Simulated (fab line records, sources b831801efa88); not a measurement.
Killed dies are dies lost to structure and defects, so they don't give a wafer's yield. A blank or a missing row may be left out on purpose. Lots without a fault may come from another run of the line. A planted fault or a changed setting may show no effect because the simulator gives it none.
Which tool did it? | flow gf180mcu | 7 lots, 21 wafers sampled, at 2 steps of a route of 602

WHAT THE GAUGES READ, wafer by wafer
GF_TOP_METAL_OVL_MEAS_15.
lot  | measured     | on         | TOP_METAL_OVL (nm)
L845 | day 29 04:03 | overlay-01 | 2.7 1.2 2.7
L847 | day 29 16:06 | overlay-02 | -1.1 1.6 -0.1
L849 | day 30 03:22 | overlay-01 | -1.9 -2.2 -1.6
L852 | day 31 06:34 | overlay-02 | 3.8 1.2 3.8
L854 | day 31 13:27 | overlay-02 | -1.5 -1.5 -0.3
L864 | day 33 16:55 | overlay-02 | 1.8 2.0 1.8
L866 | day 33 22:31 | overlay-02 | 1.6 -0.7 0.6

WHICH TOOL RAN EACH LOT (tool, then ch and the chambers of the sampled wafers, then the start)
lot  | GF_NWELL_STRIP_10
L845 | plasma_asher-03 ch 0,1, day 3 17:17
L847 | plasma_asher-03 ch 0,1, day 4 04:06
L849 | plasma_asher-03 ch 0,1, day 4 15:28
L852 | plasma_asher-02 ch 0,1, day 5 09:09
L854 | plasma_asher-03 ch 0,1, day 5 18:16
L864 | plasma_asher-02 ch 0,1, day 8 04:31
L866 | plasma_asher-01 ch 0,1, day 8 13:43
- GF_NWELL_STRIP_10: strips in O2/N2.

THE ANSWER, worked out from the rows above alone
Rule: what is usual is taken from the lots themselves. Put in order of their means at a reading, lots are off if they are a third of the lots or fewer, leave a main group of 4 or more, and stand apart from it by a gap of 3 or more times the standard deviation of the main group's means; of several such gaps the widest counts. A main group whose means are all the same, to the digits that the tables above print for the reading, isn't used. A lot without any number at a reading at which 4 lots or more have one is off too. The other lots that the step has rows for count as sound.
No lot is off at any reading shown: from this, nothing can be told.

WHAT THE SIMULATOR HAD PUT IN
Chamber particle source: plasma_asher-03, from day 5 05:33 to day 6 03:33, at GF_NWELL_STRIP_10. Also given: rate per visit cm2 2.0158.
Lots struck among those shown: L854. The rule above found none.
